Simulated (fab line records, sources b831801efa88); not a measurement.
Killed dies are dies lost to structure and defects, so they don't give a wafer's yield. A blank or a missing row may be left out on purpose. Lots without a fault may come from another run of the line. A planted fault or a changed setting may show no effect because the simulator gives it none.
Chamber matching | flow sky130 | SKY_POLY_CUT_ETCH_10 on rie_diel-01: 4 sister chambers
The step etches BARC in N2/H2, stops on SiO2, time 45.9 s, target depth 60 nm. 18 wafers are shown with their chamber, then 9 later ones without.

WAFERS WITH THEIR CHAMBER
wafer  | chamber | drypump_motor_current_A (A) | h2_flow_sccm (sccm) | throttle_valve_pct (%)
L076.1 | 0       | 6.2                         | 199.9               | 13.228
L076.2 | 3       | 6.0                         | 201.5               | 13.248
L076.6 | 0       | 6.2                         | 200.0               | 13.232
L078.1 | 3       | 6.0                         | 200.5               | 13.233
L078.3 | 1       | 5.2                         | 199.6               | 13.228
L078.6 | 1       | 5.2                         | 199.2               | 13.225
L084.1 | 2       | 6.4                         | 199.1               | 13.231
L084.5 | 2       | 6.4                         | 200.4               | 13.219
L084.6 | 3       | 6.0                         | 200.5               | 13.242
L083.1 | 3       | 6.0                         | 199.9               | 13.220
L083.2 | 2       | 6.4                         | 200.6               | 13.211
L083.4 | 0       | 6.2                         | 199.6               | 13.208
L085.3 | 2       | 6.4                         | 200.7               | 13.226
L085.5 | 2       | 6.4                         | 199.9               | 13.239
L085.6 | 3       | 6.0                         | 199.7               | 13.223
L087.2 | 2       | 6.4                         | 200.0               | 13.224
L087.3 | 3       | 5.9                         | 200.5               | 13.234
L087.5 | 2       | 6.5                         | 199.4               | 13.223

SIGNATURES (means of the wafers above)
reading                 | chamber 0 | chamber 1 | chamber 2 | chamber 3 | scatter within a chamber
drypump_motor_current_A | 6.200     | 5.200     | 6.414     | 5.983     | 0.0347
h2_flow_sccm            | 199.833   | 199.400   | 200.014   | 200.433   | 0.556
throttle_valve_pct      | 13.22267  | 13.22650  | 13.22471  | 13.23333  | 0.00993
Rule: a wafer's distance from a chamber is the root of the sum, over the readings, of the square of ((its reading less the chamber's mean) divided by the reading's scatter). The wafer belongs to the nearest chamber; if the next one is less than 2 further off, it can't be placed. The scatter: the root of (the sum of the squares of (reading less its chamber's mean) over the shown wafers, divided by (wafers less chambers)).

WAFERS WITHOUT THEIR CHAMBER
wafer  | drypump_motor_current_A (A) | h2_flow_sccm (sccm) | throttle_valve_pct (%)
L094.1 | 6.2                         | 200.0               | 13.221
L094.3 | 5.2                         | 199.3               | 13.241
L094.6 | 6.2                         | 199.8               | 13.224
L095.1 | 5.1                         | 200.5               | 13.217
L095.3 | 6.0                         | 199.7               | 13.226
L095.5 | 5.2                         | 200.0               | 13.229
L096.3 | 6.4                         | 199.4               | 13.231
L096.5 | 6.2                         | 199.1               | 13.237
L096.6 | 5.2                         | 199.9               | 13.230

WHICH CHAMBER EACH WENT THROUGH
wafer  | from the rows above | in truth
L094.1 | 0                   | 0
L094.3 | 1                   | 1
L094.6 | 0                   | 0
L095.1 | 1                   | 1
L095.3 | 3                   | 3
L095.5 | 1                   | 1
L096.3 | 2                   | 2
L096.5 | 0                   | 0
L096.6 | 1                   | 1
Placed correctly: 9 of 9. Can't be placed from these rows: 0. Placed wrongly: 0.
